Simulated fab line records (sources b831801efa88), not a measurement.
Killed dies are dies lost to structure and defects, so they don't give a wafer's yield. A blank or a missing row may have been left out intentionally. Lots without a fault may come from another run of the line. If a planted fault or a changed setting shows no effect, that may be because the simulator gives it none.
fab line records    flow sky130
[record] lots = 24  wafers = 72  lastDay = 50
route steps=708 shown RES_XHIGH@340 LI_CONTACT@375 LOCAL_INTERCONNECT@398 CONTACT@409
lots untouched by any fault: they come from a run of this same line in which no faults occurred
startH: the number of hours between the record's first day and the start of the first shown wafer of the lot    waitH: how many hours have passed since the lot's step before this one    " identical to the entry in the row above    L1.1+2: a row that stands for several wafers    - either no value or no given start    * or withheld: withheld    < > ~ a bound
route shown NAME@n: names a module that has steps shown in the file, with the first one's number in the route    usual: mean/standard deviation taken from wafers without a fault    same: alike in all rows    chamber/n: place in a boat    sites: per-site readings    _std_site: the standard deviation of these    _edge_site: outer sites' mean less inner sites'    radiusMm: how far each site lies from the wafer's centre    mask NAME#n: copy n    behind: the most recent tool/chamber to have shaped the wafer    hold: what put the lot on hold/how long, in hours/how the hold closed    device: the transistor (n, p or np) that didn't switch    end of line: the tests these same wafers got at the end of their route    a step with no rows: only its recipe    killed: count of dies lost to structure and defects at first sort (not the wafer's yield)    map: the dies of a wafer, with x for killed, . for not killed, _ for no die there
set.NAME: the setting that was run; set.NAME@STEP: the one run at that earlier step    model.NAME: the simulator's own value behind a step, which no gauge read
the route's steps for a sample of lots (tables are steps, rows are wafers)
services: from which hour (startH, from the record's first day; less than 0 if before it) a tool's chamber was out of use, for how many hours, and why
[[steps]]
[step SKY_RES_XHIGH_STRIP_08]
[recipe] chemistry = O2/N2  powerW = 1400  pressureMtorr = 1500  platenTempC = withheld  o2FlowSccm = 3000  n2FlowSccm = 300  overashFraction = 0.5
[usual] drypumpMotorCurrentA = 5.8/0.35  oesProductAu = 0.711/0.0046  stripTimeToEndpointS = 14.27/0.032
lot.wafer  tool            chamber  startH  waitH  drypumpMotorCurrentA  oesProductAu  rfHoursCounterH  stripTimeToEndpointS
L074.2     plasmaAsher-01  0        637.35  0.1    6.1                   0.710         84               14.25
L074.3     "               0        "       "      6.2                   0.710         -                14.24
L074.6     "               0        "       "      6.1                   0.707         -                14.27
L076.1     plasmaAsher-02  1        650.65  0.1    6.0                   0.712         94               14.24
L076.2     "               0        "       "      5.7                   0.705         94               14.26
L076.5     "               0        "       "      5.7                   0.707         -                14.25
L075.1     plasmaAsher-04  1        652.77  0.1    4.8                   0.710         22               14.26
L075.2     "               0        "       "      6.3                   0.716         22               14.28
L075.4     "               1        "       "      4.8                   0.709         -                14.28
L077.2     plasmaAsher-01  1        660.76  0.1    5.6                   0.711         87               14.28
L077.4     "               0        "       "      6.1                   0.707         -                14.29
L077.5     "               1        "       "      5.6                   0.701         -                14.26
L078.1     plasmaAsher-01  1        662.59  0.1    5.6                   0.720         87               14.27
L078.2     "               0        "       "      6.1                   0.709         87               14.24
L078.5     "               0        "       "      6.1                   0.708         -                14.28
L079.2     plasmaAsher-01  0        674.13  0.1    6.2                   0.712         88               14.26
L079.5     "               1        "       "      5.6                   0.710         -                14.30
L079.6     "               0        "       "      6.2                   0.722         -                14.29
L080.1     plasmaAsher-02  1        675.16  0.1    6.1                   0.717         96               14.25
L080.3     "               0        "       "      5.8                   0.715         -                14.26
L080.4     "               1        "       "      6.1                   0.711         -                14.28
L081.3     plasmaAsher-01  0        682.28  0.1    6.1                   0.715         -                14.22
L081.4     "               1        "       "      5.6                   0.712         -                14.19
L081.6     "               0        "       "      6.2                   0.716         -                14.22
L082.1     plasmaAsher-02  1        696.91  0.1    6.1                   0.705         98               14.29
L082.2     "               0        "       "      5.7                   0.715         98               14.25
L082.4     "               1        "       "      6.1                   0.713         -                14.31
L083.1     plasmaAsher-04  0        697.21  0.1    6.3                   0.703         26               14.28
L083.2     "               1        "       "      4.8                   0.719         26               14.29
L083.6     "               1        "       "      4.8                   0.715         -                14.27
L084.4     plasmaAsher-04  1        704.49  0.1    4.8                   0.712         -                14.26
L084.5     "               0        "       "      6.1                   0.707         -                14.25
L084.6     "               1        "       "      4.8                   0.710         -                14.28
L085.3     plasmaAsher-01  1        708.54  0.1    5.6                   0.710         -                14.21
L085.4     "               0        "       "      6.1                   0.704         -                14.25
L085.6     "               1        "       "      5.6                   0.707         -                14.19
L086.2     plasmaAsher-02  0        726.76  0.1    5.8                   0.707         101              14.24
L086.4     "               1        "       "      6.1                   0.708         -                14.22
L086.6     "               1        "       "      6.1                   0.710         -                14.25
L087.3     plasmaAsher-01  0        730.21  0.1    6.1                   0.708         -                14.29
L087.4     "               1        "       "      5.6                   0.705         -                14.25
L087.6     "               0        "       "      6.1                   0.714         -                14.27
L089.2     plasmaAsher-01  1        739.50  0.1    5.6                   0.712         95               14.28
L089.4     "               1        "       "      5.6                   0.708         -                14.28
L089.5     "               1        "       "      5.6                   0.705         -                14.28
L088.2     plasmaAsher-01  1        740.38  0.1    5.7                   0.718         95               14.30
L088.5     "               0        "       "      6.2                   0.710         -                14.29
L088.6     "               1        "       "      5.7                   0.709         -                14.33
L092.1     plasmaAsher-02  1        766.15  0.1    6.1                   0.707         2                14.28
L092.2     "               0        "       "      5.8                   0.712         2                14.24
L092.5     "               0        "       "      5.7                   0.706         -                14.25
L090.3     plasmaAsher-02  1        768.59  0.1    6.1                   0.714         -                14.30
L090.4     "               0        "       "      5.8                   0.708         -                14.27
L090.6     "               0        "       "      5.8                   0.707         -                14.23
L091.1     plasmaAsher-02  1        769.73  0.1    6.1                   0.711         3                14.30
L091.2     "               0        "       "      5.8                   0.707         3                14.30
L091.5     "               1        "       "      6.1                   0.704         -                14.26
L093.1     plasmaAsher-02  0        774.65  0.1    5.8                   0.716         3                14.26
L093.3     "               1        "       "      6.1                   0.714         -                14.29
L093.4     "               0        "       "      5.7                   0.706         -                14.26
L094.1     plasmaAsher-01  1        782.71  0.1    5.6                   0.706         99               14.26
L094.5     "               1        "       "      5.6                   0.709         -                14.29
L094.6     "               0        "       "      6.2                   0.714         -                14.26
L095.2     plasmaAsher-01  1        783.68  0.1    5.7                   0.713         99               14.25
L095.4     "               1        "       "      5.7                   0.713         -                14.19
L095.6     "               1        "       "      5.6                   0.709         -                14.24
L096.2     plasmaAsher-02  1        790.06  0.1    6.1                   0.712         4                14.27
L096.3     "               0        "       "      5.7                   0.718         -                14.25
L096.5     "               0        "       "      5.7                   0.712         -                14.31
L097.1     plasmaAsher-01  0        791.28  0.1    6.2                   0.708         100              14.31
L097.3     "               1        "       "      5.6                   0.724         -                14.28
L097.6     "               0        "       "      6.1                   0.716         -                14.28
[step SKY_LI_CONTACT_OVL_MEAS_13]
[usual] LI_CONTACT_OVL = 4/5.1
lot.wafer  tool        chamber  startH  waitH  LI_CONTACT_OVL[nm]
L074.2     overlay-01  -        694.99  0.1    1
L074.3     "           -        "       "      -1
L074.6     "           -        "       "      5
L076.1     overlay-02  -        708.68  0.1    3
L076.2     "           -        "       "      7
L076.5     "           -        "       "      5
L075.1     overlay-01  -        710.38  0.1    12
L075.2     "           -        "       "      16
L075.4     "           -        "       "      1
L077.2     overlay-01  -        718.99  0.1    -6
L077.4     "           -        "       "      -3
L077.5     "           -        "       "      1
L078.1     overlay-02  -        721.48  0.1    -6
L078.2     "           -        "       "      6
L078.5     "           -        "       "      -1
L079.2     overlay-01  -        730.38  0.1    4
L079.5     "           -        "       "      6
L079.6     "           -        "       "      10
L080.1     overlay-02  -        732.50  0.1    -5
L080.3     "           -        "       "      1
L080.4     "           -        "       "      -1
L081.3     overlay-02  -        739.59  0.1    6
L081.4     "           -        "       "      1
L081.6     "           -        "       "      4
L082.1     overlay-01  -        752.98  0.1    -3
L082.2     "           -        "       "      4
L082.4     "           -        "       "      3
L083.1     overlay-02  -        754.03  0.1    7
L083.2     "           -        "       "      9
L083.6     "           -        "       "      10
L084.4     overlay-02  -        758.95  0.1    0
L084.5     "           -        "       "      1
L084.6     "           -        "       "      -2
L085.3     overlay-01  -        764.09  0.1    3
L085.4     "           -        "       "      0
L085.6     "           -        "       "      2
L086.2     overlay-02  -        781.73  0.1    -2
L086.4     "           -        "       "      -1
L086.6     "           -        "       "      1
L087.3     overlay-01  -        785.99  0.1    9
L087.4     "           -        "       "      9
L087.6     "           -        "       "      9
L089.2     overlay-01  -        794.00  0.1    5
L089.4     "           -        "       "      2
L089.5     "           -        "       "      3
L088.2     overlay-01  -        794.68  0.1    -3
L088.5     "           -        "       "      6
L088.6     "           -        "       "      -7
L092.1     overlay-02  -        819.58  0.1    12
L092.2     "           -        "       "      11
L092.5     "           -        "       "      8
L090.3     overlay-01  -        823.19  0.1    2
L090.4     "           -        "       "      10
L090.6     "           -        "       "      9
L091.1     overlay-02  -        824.60  0.1    1
L091.2     "           -        "       "      -1
L091.5     "           -        "       "      1
L093.1     overlay-02  -        827.90  0.1    5
L093.3     "           -        "       "      13
L093.4     "           -        "       "      11
L094.1     overlay-02  -        835.68  0.1    8
L094.5     "           -        "       "      10
L094.6     "           -        "       "      1
L095.2     overlay-02  -        838.10  0.1    13
L095.4     "           -        "       "      15
L095.6     "           -        "       "      9
L096.2     overlay-01  -        843.70  0.1    14
L096.3     "           -        "       "      8
L096.5     "           -        "       "      9
L097.1     overlay-02  -        845.20  0.1    -4
L097.3     "           -        "       "      11
L097.6     "           -        "       "      -2
[step SKY_LI_CONTACT_THK_MEAS_23]
[recipe] thkMeasGauge = xrf  reads = W_of_LI_CONTACT_CVD_21
[usual] LI_CONTACT_W_THK = 396/4.9
lot.wafer  tool          chamber  startH  waitH  LI_CONTACT_W_THK[nm]
L074.2     filmMetro-01  -        695.86  0.1    401
L074.3     "             -        "       "      394
L074.6     "             -        "       "      395
L076.1     filmMetro-04  -        709.65  0.1    395
L076.2     "             -        "       "      394
L076.5     "             -        "       "      401
L075.1     filmMetro-01  -        711.34  0.1    394
L075.2     "             -        "       "      386
L075.4     "             -        "       "      388
L077.2     filmMetro-03  -        719.83  0.1    391
L077.4     "             -        "       "      396
L077.5     "             -        "       "      395
L078.1     filmMetro-01  -        722.47  0.1    393
L078.2     "             -        "       "      395
L078.5     "             -        "       "      396
L079.2     filmMetro-01  -        731.37  0.1    391
L079.5     "             -        "       "      395
L079.6     "             -        "       "      389
L080.1     filmMetro-03  -        733.46  0.1    395
L080.3     "             -        "       "      393
L080.4     "             -        "       "      394
L081.3     filmMetro-01  -        740.45  0.1    391
L081.4     "             -        "       "      405
L081.6     "             -        "       "      391
L082.1     filmMetro-04  -        753.84  0.1    410
L082.2     "             -        "       "      400
L082.4     "             -        "       "      400
L083.1     filmMetro-04  -        754.87  0.1    401
L083.2     "             -        "       "      400
L083.6     "             -        "       "      395
L084.4     filmMetro-01  -        759.93  0.1    391
L084.5     "             -        "       "      394
L084.6     "             -        "       "      392
L085.3     filmMetro-03  -        764.94  0.1    397
L085.4     "             -        "       "      392
L085.6     "             -        "       "      392
L086.2     filmMetro-03  -        782.58  0.1    397
L086.4     "             -        "       "      401
L086.6     "             -        "       "      392
L087.3     filmMetro-01  -        786.85  0.1    385
L087.4     "             -        "       "      391
L087.6     "             -        "       "      394
L089.2     filmMetro-01  -        794.99  0.1    399
L089.4     "             -        "       "      395
L089.5     "             -        "       "      397
L088.2     filmMetro-04  -        795.71  0.1    393
L088.5     "             -        "       "      398
L088.6     "             -        "       "      391
L092.1     filmMetro-01  -        820.50  0.1    393
L092.2     "             -        "       "      391
L092.5     "             -        "       "      392
L090.3     filmMetro-04  -        824.10  0.1    396
L090.4     "             -        "       "      399
L090.6     "             -        "       "      395
L091.1     filmMetro-04  -        825.44  0.1    391
L091.2     "             -        "       "      394
L091.5     "             -        "       "      386
L093.1     filmMetro-01  -        828.74  0.1    396
L093.3     "             -        "       "      390
L093.4     "             -        "       "      401
L094.1     filmMetro-01  -        836.52  0.1    397
L094.5     "             -        "       "      393
L094.6     "             -        "       "      396
L095.2     filmMetro-04  -        838.95  0.1    400
L095.4     "             -        "       "      400
L095.6     "             -        "       "      404
L096.2     filmMetro-04  -        844.55  0.1    402
L096.3     "             -        "       "      404
L096.5     "             -        "       "      403
L097.1     filmMetro-01  -        846.21  0.1    398
L097.3     "             -        "       "      401
L097.6     "             -        "       "      407
[step SKY_LOCAL_INTERCONNECT_CD_MEAS_11]
[recipe] targetCdNm = 170
[usual] cdNm = 170.5/1.4
lot.wafer  tool      chamber  startH  waitH  cdNm
L074.2     cdSem-02  -        723.93  -      168.7
L074.3     "         -        "       "      166.9
L074.6     "         -        "       "      168.5
L076.1     cdSem-02  -        737.53  -      170.7
L076.2     "         -        "       "      170.7
L076.5     "         -        "       "      170.8
L075.1     cdSem-01  -        739.63  -      170.4
L075.2     "         -        "       "      171.3
L075.4     "         -        "       "      171.4
L077.2     cdSem-01  -        747.42  -      170.2
L077.4     "         -        "       "      169.1
L077.5     "         -        "       "      169.4
L078.1     cdSem-02  -        750.53  -      170.4
L078.2     "         -        "       "      169.1
L078.5     "         -        "       "      169.3
L079.2     cdSem-01  -        758.50  -      173.0
L079.5     "         -        "       "      174.1
L079.6     "         -        "       "      172.6
L080.1     cdSem-01  -        760.85  -      169.3
L080.3     "         -        "       "      169.2
L080.4     "         -        "       "      167.8
L081.3     cdSem-01  -        767.29  -      171.1
L081.4     "         -        "       "      171.5
L081.6     "         -        "       "      170.6
L082.1     cdSem-02  -        781.12  -      170.8
L082.2     "         -        "       "      171.6
L082.4     "         -        "       "      170.8
L083.1     cdSem-02  -        782.26  -      171.3
L083.2     "         -        "       "      170.0
L083.6     "         -        "       "      169.8
L084.4     cdSem-01  -        786.82  -      172.8
L084.5     "         -        "       "      174.2
L084.6     "         -        "       "      173.1
L085.3     cdSem-01  -        791.20  -      170.2
L085.4     "         -        "       "      170.4
L085.6     "         -        "       "      170.3
L086.2     cdSem-01  -        808.83  -      169.7
L086.4     "         -        "       "      170.8
L086.6     "         -        "       "      171.2
L087.3     cdSem-01  -        813.44  -      171.2
L087.4     "         -        "       "      169.5
L087.6     "         -        "       "      169.5
L089.2     cdSem-02  -        821.82  -      169.5
L089.4     "         -        "       "      169.2
L089.5     "         -        "       "      169.2
L088.2     cdSem-02  -        823.03  -      170.7
L088.5     "         -        "       "      169.3
L088.6     "         -        "       "      172.4
L092.1     cdSem-01  -        846.35  -      169.2
L092.2     "         -        "       "      169.6
L092.5     "         -        "       "      168.6
L090.3     cdSem-01  -        849.97  -      171.0
L090.4     "         -        "       "      170.7
L090.6     "         -        "       "      170.7
L091.1     cdSem-02  -        852.25  -      172.0
L091.2     "         -        "       "      172.1
L091.5     "         -        "       "      171.4
L093.1     cdSem-02  -        854.76  -      170.5
L093.3     "         -        "       "      171.0
L093.4     "         -        "       "      169.7
L094.1     cdSem-01  -        862.78  -      171.5
L094.5     "         -        "       "      170.4
L094.6     "         -        "       "      171.9
L095.2     cdSem-01  -        865.82  -      169.6
L095.4     "         -        "       "      170.6
L095.6     "         -        "       "      171.6
L096.2     cdSem-01  -        870.63  -      169.8
L096.3     "         -        "       "      169.5
L096.5     "         -        "       "      169.8
L097.1     cdSem-01  -        872.68  -      169.6
L097.3     "         -        "       "      170.3
L097.6     "         -        "       "      169.6
[step SKY_LOCAL_INTERCONNECT_ETCH_13]
[recipe] chemistry = N2/H2  target = BARC  ionEnergyEv = 200  biasW = 100  pressureMtorr = 30  n2FlowSccm = 100  h2FlowSccm = 200  icpW = 500  stopOn = SiO2  timeS = 45.9  targetDepthA = 600
[usual] drypumpMotorCurrentA = 5.75/0.26  oesProductAu = 0.855/0.0043  rfFwdPowerW = 495.4/1.8  throttleValvePct = 13.224/0.01
lot.wafer  tool         chamber  startH  waitH  drypumpMotorCurrentA  oesProductAu  rfFwdPowerW  rfHoursCounterH  throttleValvePct
L074.2     rieMetal-01  1        724.07  0.0    5.50                  0.850         495.2        10               13.213
L074.3     "            0        "       "      6.14                  0.853         493.9        -                13.213
L074.6     "            0        "       "      6.11                  0.853         496.2        -                13.230
L076.1     rieMetal-04  0        737.68  0.0    5.44                  0.850         496.4        7                13.212
L076.2     "            1        "       "      5.78                  0.863         496.5        13               13.227
L076.5     "            0        "       "      5.44                  0.854         495.5        -                13.220
L075.1     rieMetal-04  0        739.78  0.0    5.42                  0.854         494.1        7                13.229
L075.2     "            1        "       "      5.83                  0.864         498.2        13               13.227
L075.4     "            0        "       "      5.43                  0.857         493.6        -                13.236
L077.2     rieMetal-04  0        747.55  0.0    5.44                  0.855         498.1        7                13.210
L077.4     "            1        "       "      5.84                  0.853         498.0        -                13.232
L077.5     "            1        "       "      5.83                  0.853         496.1        -                13.205
L078.1     rieMetal-01  0        750.68  0.0    6.13                  0.845         492.5        12               13.237
L078.2     "            1        "       "      5.48                  0.851         494.5        11               13.221
L078.5     "            0        "       "      6.11                  0.855         492.0        -                13.222
L079.2     rieMetal-04  1        758.63  0.0    5.84                  0.850         498.3        14               13.198
L079.5     "            0        "       "      5.41                  0.848         495.5        -                13.239
L079.6     "            1        "       "      5.86                  0.855         498.3        -                13.224
L080.1     rieMetal-03  1        761.00  0.0    5.86                  0.861         493.7        15               13.204
L080.3     "            0        "       "      6.01                  0.857         494.2        -                13.227
L080.4     "            1        "       "      5.87                  0.854         496.6        -                13.233
L081.3     rieMetal-01  0        767.43  0.0    6.15                  0.861         494.4        -                13.235
L081.4     "            1        "       "      5.48                  0.857         491.2        -                13.223
L081.6     "            0        "       "      6.13                  0.859         495.2        -                13.214
L082.1     rieMetal-04  1        781.27  0.0    5.85                  0.852         497.7        14               13.227
L082.2     "            0        "       "      5.39                  0.858         494.9        8                13.229
L082.4     "            1        "       "      5.85                  0.862         497.1        -                13.235
L083.1     rieMetal-01  1        782.42  0.0    5.50                  0.849         493.8        11               13.223
L083.2     "            0        "       "      6.13                  0.854         494.3        13               13.216
L083.6     "            1        "       "      5.52                  0.858         496.3        -                13.212
L084.4     rieMetal-03  0        786.98  0.1    6.03                  0.861         493.6        -                13.221
L084.5     "            0        "       "      6.05                  0.853         493.6        -                13.209
L084.6     "            0        "       "      6.04                  0.855         495.0        -                13.233
L085.3     rieMetal-04  1        791.34  0.0    5.80                  0.856         494.4        -                13.207
L085.4     "            0        "       "      5.44                  0.858         495.6        -                13.222
L085.6     "            0        "       "      5.46                  0.859         495.6        -                13.217
L086.2     rieMetal-04  1        808.97  0.0    5.81                  0.855         496.3        15               13.237
L086.4     "            1        "       "      5.82                  0.856         497.5        -                13.229
L086.6     "            0        "       "      5.38                  0.859         493.6        -                13.231
L087.3     rieMetal-04  0        813.58  0.0    5.41                  0.848         495.0        -                13.216
L087.4     "            1        "       "      5.81                  0.857         497.9        -                13.225
L087.6     "            0        "       "      5.44                  0.857         496.1        -                13.214
L089.2     rieMetal-03  1        821.95  0.0    5.87                  0.861         495.5        0                13.221
L089.4     "            0        "       "      6.00                  0.856         493.4        -                13.216
L089.5     "            1        "       "      5.86                  0.858         495.4        -                13.225
L088.2     rieMetal-04  1        823.17  0.0    5.86                  0.851         499.2        16               13.216
L088.5     "            0        "       "      5.42                  0.853         494.6        -                13.215
L088.6     "            1        "       "      5.83                  0.850         500.0        -                13.239
L092.1     rieMetal-04  1        846.50  0.0    5.82                  0.860         494.9        17               13.226
L092.2     "            0        "       "      5.42                  0.855         496.0        10               13.215
L092.5     "            1        "       "      5.82                  0.855         494.9        -                13.219
L090.3     rieMetal-01  1        850.10  0.0    5.51                  0.854         495.0        -                13.225
L090.4     "            0        "       "      6.18                  0.845         493.3        -                13.228
L090.6     "            1        "       "      5.50                  0.858         493.9        -                13.222
L091.1     rieMetal-03  1        852.40  0.0    5.87                  0.852         497.7        2                13.220
L091.2     "            1        "       "      5.85                  0.856         499.3        -                13.214
L091.5     "            1        "       "      5.88                  0.850         496.3        -                13.218
L093.1     rieMetal-03  1        854.92  0.0    5.87                  0.859         498.0        3                13.213
L093.3     "            1        "       "      5.86                  0.852         496.0        -                13.206
L093.4     "            1        "       "      5.85                  0.854         494.4        -                13.228
L094.1     rieMetal-01  0        862.93  0.0    6.18                  0.847         493.8        16               13.227
L094.5     "            0        "       "      6.12                  0.862         493.2        -                13.231
L094.6     "            1        "       "      5.52                  0.858         493.4        -                13.221
L095.2     rieMetal-04  0        865.98  0.0    5.42                  0.861         494.8        -                13.229
L095.4     "            0        "       "      5.43                  0.852         496.5        -                13.239
L095.6     "            0        "       "      5.41                  0.859         496.4        -                13.236
L096.2     rieMetal-01  1        870.77  0.0    5.48                  0.853         493.9        15               13.202
L096.3     "            1        "       "      5.50                  0.855         493.3        -                13.236
L096.5     "            1        "       "      5.48                  0.857         494.6        -                13.222
L097.1     rieMetal-03  0        872.83  0.0    6.00                  0.851         494.8        1                13.222
L097.3     "            0        "       "      6.00                  0.850         494.0        -                13.240
L097.6     "            1        "       "      5.87                  0.854         496.4        -                13.239
[step SKY_CONTACT_THK_MEAS_03]
[recipe] reads = SiO2_of_CONTACT_HDPCVD_02
[usual] CONTACT_HDPCVD_THK = 551/5.6
lot.wafer  tool          chamber  startH  waitH  CONTACT_HDPCVD_THK[nm]
L074.2     filmMetro-02  -        724.96  0.0    547
L074.3     "             -        "       "      558
L074.6     "             -        "       "      558
L076.1     filmMetro-02  -        738.55  0.0    549
L076.2     "             -        "       "      541
L076.5     "             -        "       "      539
L075.1     filmMetro-01  -        740.65  0.0    540
L075.2     "             -        "       "      542
L075.4     "             -        "       "      558
L077.2     filmMetro-01  -        748.43  0.0    540
L077.4     "             -        "       "      557
L077.5     "             -        "       "      548
L078.1     filmMetro-01  -        751.55  0.0    543
L078.2     "             -        "       "      548
L078.5     "             -        "       "      553
L079.2     filmMetro-03  -        759.54  0.0    556
L079.5     "             -        "       "      544
L079.6     "             -        "       "      551
L080.1     filmMetro-03  -        761.91  0.0    559
L080.3     "             -        "       "      562
L080.4     "             -        "       "      551
L081.3     filmMetro-02  -        768.30  0.1    555
L081.4     "             -        "       "      549
L081.6     "             -        "       "      546
L082.1     filmMetro-01  -        782.16  0.0    558
L082.2     "             -        "       "      552
L082.4     "             -        "       "      556
L083.1     filmMetro-02  -        783.33  0.0    560
L083.2     "             -        "       "      564
L083.6     "             -        "       "      555
L084.4     filmMetro-01  -        788.05  0.1    555
L084.5     "             -        "       "      552
L084.6     "             -        "       "      547
L085.3     filmMetro-01  -        792.21  0.1    556
L085.4     "             -        "       "      551
L085.6     "             -        "       "      550
L086.2     filmMetro-01  -        809.87  0.0    547
L086.4     "             -        "       "      554
L086.6     "             -        "       "      554
L087.3     filmMetro-03  -        814.55  0.1    553
L087.4     "             -        "       "      552
L087.6     "             -        "       "      554
L089.2     filmMetro-03  -        822.85  0.0    556
L089.4     "             -        "       "      555
L089.5     "             -        "       "      556
L088.2     filmMetro-01  -        824.06  0.0    559
L088.5     "             -        "       "      560
L088.6     "             -        "       "      549
L092.1     filmMetro-02  -        847.43  0.0    545
L092.2     "             -        "       "      546
L092.5     "             -        "       "      541
L090.3     filmMetro-03  -        850.99  0.1    549
L090.4     "             -        "       "      547
L090.6     "             -        "       "      552
L091.1     filmMetro-01  -        853.39  0.0    541
L091.2     "             -        "       "      554
L091.5     "             -        "       "      545
L093.1     filmMetro-03  -        855.92  0.0    549
L093.3     "             -        "       "      551
L093.4     "             -        "       "      554
L094.1     filmMetro-01  -        863.82  0.0    545
L094.5     "             -        "       "      543
L094.6     "             -        "       "      553
L095.2     filmMetro-02  -        866.96  0.0    548
L095.4     "             -        "       "      546
L095.6     "             -        "       "      555
L096.2     filmMetro-02  -        871.68  0.0    553
L096.3     "             -        "       "      550
L096.5     "             -        "       "      556
L097.1     filmMetro-02  -        873.73  0.0    554
L097.3     "             -        "       "      547
L097.6     "             -        "       "      555
[[services]]
tool            chamber  startH  hours  kind
rieMetal-04     1        669.56  5.1    repair
rieMetal-04     -        724.17  1.6    repair
plasmaAsher-02  -        733.75  9.0    pm
plasmaAsher-02  0        733.75  9.0    ventCycle
plasmaAsher-02  1        733.75  9.0    ventCycle
plasmaAsher-02  0        742.75  -      clean
plasmaAsher-02  1        742.75  -      clean
rieMetal-03     -        778.79  2.8    pm
rieMetal-03     1        785.94  -      clean
rieMetal-03     1        785.94  17.5   scheduledDown
rieMetal-03     1        785.94  17.5   ventCycle
plasmaAsher-04  -        803.11  13.9   repair
rieMetal-03     0        829.62  1.5    repair
rieMetal-03     0        831.13  -      clean
rieMetal-03     0        831.13  32.5   scheduledDown
rieMetal-03     0        831.13  32.5   ventCycle
plasmaAsher-04  -        835.54  2.6    repair
rieMetal-01     -        847.89  1.4    pm
rieMetal-04     1        853.73  -      clean
rieMetal-04     1        853.73  19.4   scheduledDown
rieMetal-04     1        853.73  19.4   ventCycle
plasmaAsher-02  -        869.41  5.4    repair
[[key]]
fault none
